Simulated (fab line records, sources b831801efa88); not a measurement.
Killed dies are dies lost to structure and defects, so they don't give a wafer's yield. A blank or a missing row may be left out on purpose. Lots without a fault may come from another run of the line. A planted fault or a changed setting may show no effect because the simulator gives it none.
Which tool did it? | flow sky130 | 10 lots, 30 wafers sampled, at 5 steps of a route of 708

WHAT THE GAUGES READ, wafer by wafer
SKY_FIELD_ISO_THK_MEAS_04. Usual: FIELD_ISO_CVD_03_THK 164.7 nm, standard deviation 1.7.
lot  | measured    | on            | FIELD_ISO_CVD_03_THK (nm) | flag
L146 | day 1 14:14 | film_metro-03 | 162.3 164.5 164.3         |
L147 | day 1 18:29 | film_metro-04 | 163.0 164.0 164.0         |
L148 | day 2 00:00 | film_metro-02 | 166.4 166.2 166.8         |
L151 | day 2 17:10 | film_metro-03 | 166.8 167.2 167.2         |
L154 | day 3 06:59 | film_metro-03 | 162.7 162.8 163.4         |
L157 | day 3 22:09 | film_metro-03 | 151.0 152.8 153.0         | OFF
L160 | day 4 15:16 | film_metro-04 | 164.1 165.4 163.8         |
L161 | day 4 18:06 | film_metro-03 | 164.5 162.9 163.5         |
L162 | day 4 22:58 | film_metro-03 | 161.7 162.8 162.8         |
L163 | day 5 03:56 | film_metro-04 | 165.6 167.0 167.1         |

SKY_NWELL_OVL_MEAS_23. Usual: NWELL_01_OVL 0.8 nm, standard deviation 1.4.
lot  | measured    | on         | NWELL_01_OVL (nm) | flag
L146 | day 5 05:56 | overlay-01 | 3.0 0.7 3.1       |
L147 | day 5 19:23 | overlay-01 | 0.9 2.0 1.8       |
L148 | day 6 00:26 | overlay-02 | 0.2 0.5 1.2       |
L151 | day 6 08:29 | overlay-01 | 1.4 0.3 2.7       |
L154 | day 7 06:59 | overlay-01 | 3.0 1.3 1.9       |
L157 | day 8 09:19 | overlay-02 | 1.3 3.2 0.9       |
L160 | day 8 18:20 | overlay-01 | 0.9 0.4 0.3       |
L161 | day 8 23:53 | overlay-01 | 0.0 -1.2 -0.3     |
L162 | day 9 14:14 | overlay-02 | 1.8 2.3 0.1       |
L163 | day 9 15:53 | overlay-01 | 1.0 0.0 1.9       |

SKY_VT_ADJUST_NCORE_OVL_MEAS_08. Usual: VT_ADJUST_NCORE_OVL 0.8 nm, standard deviation 1.2.
lot  | measured     | on         | VT_ADJUST_NCORE_OVL (nm) | flag
L146 | day 8 10:20  | overlay-01 | 1.7 0.1 0.7              |
L147 | day 9 08:29  | overlay-01 | 0.4 -1.8 -1.0            |
L148 | day 9 08:51  | overlay-01 | 1.8 0.0 3.8              |
L151 | day 9 19:38  | overlay-02 | -0.5 0.1 -1.0            |
L154 | day 10 20:21 | overlay-01 | 1.8 -0.8 1.2             |
L157 | day 12 05:01 | overlay-02 | 1.9 0.9 2.3              |
L160 | day 12 16:15 | overlay-02 | 2.4 1.9 1.9              |
L161 | day 12 21:50 | overlay-02 | 1.0 0.6 3.7              |
L162 | day 13 12:56 | overlay-01 | 1.3 1.4 0.0              |
L163 | day 13 17:14 | overlay-02 | 0.6 -0.3 1.6             |

WHICH TOOL RAN EACH LOT (tool, then ch and the chambers of the sampled wafers, then the start)
lot  | SKY_FIELD_ISO_CVD_03       | SKY_FIELD_ISO_ETCH_15
L146 | lpcvd-02 ch 0, day 1 12:26 | rie_diel-01 ch 1,2,3, day 2 05:11
L147 | lpcvd-02 ch 0, day 1 16:41 | rie_diel-03 ch 0,1, day 2 08:35
L148 | lpcvd-02 ch 0, day 1 22:13 | rie_diel-03 ch 1,2,3, day 2 14:12
L151 | lpcvd-02 ch 1, day 2 15:22 | rie_diel-04 ch 1,2, day 3 08:12
L154 | lpcvd-02 ch 1, day 3 05:11 | rie_diel-03 ch 1,2, day 3 23:08
L157 | lpcvd-02 ch 0, day 3 19:27 | rie_diel-04 ch 0,1,3, day 4 14:36
L160 | lpcvd-02 ch 1, day 4 13:28 | rie_diel-04 ch 1,2, day 5 07:51
L161 | lpcvd-02 ch 1, day 4 16:19 | rie_diel-01 ch 0,2,3, day 5 12:05
L162 | lpcvd-02 ch 1, day 4 21:11 | rie_diel-01 ch 1,2, day 5 16:38
L163 | lpcvd-02 ch 1, day 5 02:09 | rie_diel-03 ch 0,3, day 5 22:20
- SKY_FIELD_ISO_CVD_03: deposits Si3N4 from DCS/NH3, target thk 165 nm, time 2830 s.
- SKY_FIELD_ISO_ETCH_15: etches the open film in CHF3/O2, stops on Si, target depth 180 nm, time 72 s.

WHAT THE TOOLS THEMSELVES READ (means of the sampled wafers that have a number; where no wafer has one, the mark that the record gives instead)
SKY_FIELD_ISO_CVD_03. Usual: pressure_mtorr 250.2 mTorr, standard deviation 0.5; spike_tc_upper_C 769.0 C, standard deviation 1.6.
lot  | tool     | pressure_mtorr (mTorr) | spike_tc_upper_C (C) | flag
L146 | lpcvd-02 | 250.1                  | 767.7                |
L147 | lpcvd-02 | 249.6                  | 767.8                |
L148 | lpcvd-02 | 249.7                  | 768.2                |
L151 | lpcvd-02 | 250.2                  | 770.8                |
L154 | lpcvd-02 | 250.3                  | 770.5                |
L157 | lpcvd-02 | 199.6                  | 767.5                | OFF
L160 | lpcvd-02 | 250.9                  | 770.4                |
L161 | lpcvd-02 | 249.8                  | 769.8                |
L162 | lpcvd-02 | 250.6                  | 769.9                |
L163 | lpcvd-02 | 250.1                  | 770.2                |

SKY_FIELD_ISO_ETCH_15. Usual: drypump_motor_current_A 5.8 A, standard deviation 0.44; oes_product_au 0.945 a.u., standard deviation 0.0076; throttle_valve_pct 8.845 %, standard deviation 0.0089.
lot  | tool        | drypump_motor_current_A (A) | oes_product_au (a.u.) | throttle_valve_pct (%) | flag
L146 | rie_diel-01 | 6.0                         | 0.938                 | 8.843                  |
L147 | rie_diel-03 | 5.6                         | 0.942                 | 8.846                  |
L148 | rie_diel-03 | 5.5                         | 0.953                 | 8.849                  |
L151 | rie_diel-04 | 5.7                         | 0.954                 | 8.842                  |
L154 | rie_diel-03 | 6.0                         | 0.938                 | 8.840                  |
L157 | rie_diel-04 | 5.8                         | 0.904                 | 8.833                  | OFF
L160 | rie_diel-04 | 5.6                         | 0.943                 | 8.852                  |
L161 | rie_diel-01 | 5.9                         | 0.938                 | 8.850                  |
L162 | rie_diel-01 | 6.3                         | 0.935                 | 8.834                  |
L163 | rie_diel-03 | 5.1                         | 0.951                 | 8.835                  |

THE ANSWER, worked out from the rows above alone
Rule: a lot is off if the mean of its wafers that have a number lies more than 3 standard deviations from the usual mean. A lot without any number at a reading at which 4 lots or more have one is off too. The other lots that the step has rows for count as sound. The gauges are gone through in route order, then the tools' own readings, and for those a lot's mean is taken as printed above. The first step at which some lot is off is used, and at that step the reading that is off furthest; a lot without a number counts as furthest.
Off: L157, at SKY_FIELD_ISO_THK_MEAS_04 (FIELD_ISO_CVD_03_THK).
A tool fits if, at a process step before that reading, it ran every lot that is off, and no sound lot after the first of them. The gauges at SKY_FIELD_ISO_THK_MEAS_04 aren't tried: what is off there is off at SKY_FIELD_ISO_CVD_03 too, on other tools, and a gauge's error can't cause that. None of those tried fits.

WHAT THE SIMULATOR HAD PUT IN
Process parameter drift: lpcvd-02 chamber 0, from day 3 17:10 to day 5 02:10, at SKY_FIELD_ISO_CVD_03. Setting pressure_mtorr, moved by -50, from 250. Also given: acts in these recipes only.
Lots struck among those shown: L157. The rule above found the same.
